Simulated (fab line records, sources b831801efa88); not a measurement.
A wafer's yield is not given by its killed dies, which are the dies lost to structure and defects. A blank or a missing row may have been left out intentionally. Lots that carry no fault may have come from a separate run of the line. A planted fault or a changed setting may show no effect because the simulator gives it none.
One fault seen from 2 desks    flow gf180mcu    numbers are kept per desk, each desk with only its own; the story behind them comes last

## FOR THE TOOL OWNER'S DESK: implanter-04
The tool's own readings at GF_MVSD_IMPLANT_09: means of the sampled wafers that have a number, for each lot that ran on this tool. If a lot's mean is further than 4 standard deviations from the usual mean, the lot is out of limits and carries the mark OUT (the distance appears in the brackets).
Columns: A = dose ions cm2 at GF_MVSD_IMPLANT_09, usual 4.999e+12; B = faraday current uA at GF_MVSD_IMPLANT_09, usual 28.1
lot   first seen here  A                            B
L981  day 4 18:26      5.004e+12                    28.5
L984  day 5 21:28      8.510e+11 (-99 or more) OUT  4.8 (-42) OUT
L985  day 6 09:11      8.407e+11 (-99 or more) OUT  4.8 (-42) OUT
L997  day 8 19:55      4.998e+12                    27.7
L999  day 9 05:53      5.006e+12                    27.8
This desk's verdict: out of limits on L984, L985, starting with L984 at day 5 21:28 (dose ions cm2 at GF_MVSD_IMPLANT_09). L981, L997, L999: within limits.

## METROLOGY DESK
Means of the sampled wafers that have a number, per lot and without regard to the tool the lot ran on: this is what the gauges read. If a lot's mean is further than 4 standard deviations from the usual mean, the lot is out of limits and carries the mark OUT (the distance appears in the brackets).
Columns: A = STI_CVD_03_THK at GF_STI_THK_MEAS_04, usual 207.0 nm; B = MVSD_TW at GF_MVSD_TW_MEAS_11, usual 1573; C = VT_IMPLANT_4_TW at GF_VT_IMPLANT_TW_MEAS_43, usual 682; D = MVSD_RS at GF_VT_IMPLANT_RS_MEAS_46, usual 456.5 ohm/sq
lot   first seen here  A      B     C    D
L979  day 1 13:35      206.1  1591  673  456.6
L981  day 1 23:35      205.8  1586  683  456.8
L984  day 2 14:34      207.0  1516  680  546.0 (+75) OUT
L985  day 2 23:49      203.3  1518  693  546.3 (+75) OUT
L988  day 3 14:44      206.8  1542  687  455.5
L994  day 4 19:04      207.9  1548  676  455.2
L996  day 5 02:57      210.3  1588  686  455.9
L997  day 5 07:34      206.6  1589  686  456.0
L998  day 5 13:22      210.0  1580  684  457.8
L999  day 5 18:28      208.2  1533  680  457.7
L100  day 5 22:43      210.6  1541  675  455.9
L101  day 6 04:56      206.3  1591  680  455.7
L102  day 6 09:44      208.7  1548  689  458.1
Finding of this desk: L984, L985 out of limits, first seen on L984 at day 9 05:29 (MVSD_RS at GF_VT_IMPLANT_RS_MEAS_46). L979, L981, L988, L994, L996, L997, L998, L999, L100, L101, L102: within limits.

## TAKEN TOGETHER
An alarm could have come from the tool owner's desk at day 5 21:28, on L984, L985.
On L984, L985, the metrology desk was in a position to raise an alarm at day 9 05:29.
On implanter-04, each named lot ran GF_MVSD_IMPLANT_09.

## WHAT HAD BEEN PUT IN BY THE SIMULATOR
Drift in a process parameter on implanter-04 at GF_MVSD_IMPLANT_09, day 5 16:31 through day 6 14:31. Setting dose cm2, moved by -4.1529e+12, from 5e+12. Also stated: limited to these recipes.
Shown lots that were struck: L984, L985.
Fault start to first reading out of limits, in hours, per desk: tool owner, 5; metrology, 85.
